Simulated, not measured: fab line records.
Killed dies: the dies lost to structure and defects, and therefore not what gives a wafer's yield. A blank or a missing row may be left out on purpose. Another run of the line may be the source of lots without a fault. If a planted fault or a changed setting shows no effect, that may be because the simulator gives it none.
The tool behind it: which one? :: flow gf180mcu :: 21 wafers sampled from 7 lots at 1 step of a route of 602

== WHAT THE GAUGES SHOWED, per wafer ==
GF_V3_CD_MEAS_14: the cd target is 260 nm.
lot: L264
measured: day 22 17:11
on: cd_sem-02
cd_nm (nm): 260.4 260.8 260.2

lot: L268
measured: day 24 08:08
on: cd_sem-01
cd_nm (nm): 257.5 258.8 258.1

lot: L273
measured: day 25 22:44
on: cd_sem-01
cd_nm (nm): 260.3 260.9 260.5

lot: L279
measured: day 27 15:10
on: cd_sem-02
cd_nm (nm): 259.8 259.6 260.7

lot: L281
measured: day 28 07:26
on: cd_sem-01
cd_nm (nm): 260.8 260.6 261.0

lot: L283
measured: day 28 23:50
on: cd_sem-02
cd_nm (nm): 259.1 260.0 260.0

lot: L285
measured: day 29 07:37
on: cd_sem-02
cd_nm (nm): 262.2 261.7 260.8

== WHAT TOOL EACH LOT RAN ON (gives the tool, then ch and the chambers of the sampled wafers, and finally the start) ==
There is no process step in the record ahead of these readings.

== THE ANSWER, worked out from the rows above alone ==
Rule: the usual values come from the lots themselves. Put in order of their means at a reading, lots are off if they are a third of the lots or fewer, leave a main group of 4 or more, and stand apart from it by a gap of 3 or more times the standard deviation of the main group's means; of several such gaps the widest counts. If all means in a main group match to the digits the tables above print for the reading, that group is not used. Also off: a lot with no number at a reading for which 4 or more lots have one. The other lots that the step has rows for count as sound.
None of the lots is off at any reading shown; this tells nothing.

== WHAT THE SIMULATOR HAD INSERTED ==
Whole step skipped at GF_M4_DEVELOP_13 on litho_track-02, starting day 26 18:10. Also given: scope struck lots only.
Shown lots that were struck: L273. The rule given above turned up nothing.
